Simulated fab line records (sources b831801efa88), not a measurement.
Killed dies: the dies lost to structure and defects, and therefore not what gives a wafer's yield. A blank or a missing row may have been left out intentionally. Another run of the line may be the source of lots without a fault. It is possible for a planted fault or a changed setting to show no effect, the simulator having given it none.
Matching of chambers :: flow sky130 :: rie_diel-04 running SKY_CONTACT_ETCH_16: 4 sister chambers
The step etches BARC in N2/H2, stops on SiO2, time 45.9 s, target depth 60 nm. 4 wafers are shown with their chamber, then 10 later ones without.

WAFERS PAIRED WITH THEIR CHAMBERS
wafer: L083.6
chamber: 3
drypump_motor_current_A (A): 6.0

wafer: L087.3
chamber: 0
drypump_motor_current_A (A): 6.1

wafer: L089.1
chamber: 1
drypump_motor_current_A (A): 5.1

wafer: L089.4
chamber: 2
drypump_motor_current_A (A): 6.5

WAFERS WITH NO CHAMBER GIVEN
wafer: L089.6
drypump_motor_current_A (A): 5.1

wafer: L091.1
drypump_motor_current_A (A): 6.0

wafer: L091.3
drypump_motor_current_A (A): 6.1

wafer: L091.4
drypump_motor_current_A (A): 5.0

wafer: L095.1
drypump_motor_current_A (A): 6.1

wafer: L095.4
drypump_motor_current_A (A): 5.1

wafer: L095.5
drypump_motor_current_A (A): 5.1

wafer: L096.2
drypump_motor_current_A (A): 6.4

wafer: L096.5
drypump_motor_current_A (A): 6.5

wafer: L096.6
drypump_motor_current_A (A): 5.1

CHAMBER TAKEN BY EACH
wafer: L089.6
from the rows above: 1
in truth: 1

wafer: L091.1
from the rows above: 3
in truth: 3

wafer: L091.3
from the rows above: 0
in truth: 0

wafer: L091.4
from the rows above: 1
in truth: 1

wafer: L095.1
from the rows above: 0
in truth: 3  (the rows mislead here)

wafer: L095.4
from the rows above: 1
in truth: 1

wafer: L095.5
from the rows above: 1
in truth: 1

wafer: L096.2
from the rows above: 2
in truth: 2

wafer: L096.5
from the rows above: 2
in truth: 2

wafer: L096.6
from the rows above: 1
in truth: 1
Placed correctly: 9 of 10. Left unplaced by these rows: 0. 1 placed wrongly.
How it was worked out, from the rows above alone: a wafer's distance from a chamber is the root of the sum, over the readings, of the square of ((its reading less the chamber's mean) divided by the reading's scatter). If the next closest chamber is less than 2 further off than the closest, the wafer can't be placed; otherwise it belongs to the closest. Each chamber's mean is taken over the wafers shown for it. The scatter (one wafer shown for each chamber): square how far every hidden wafer sits from the nearest shown wafer, average those squares and take the square root.
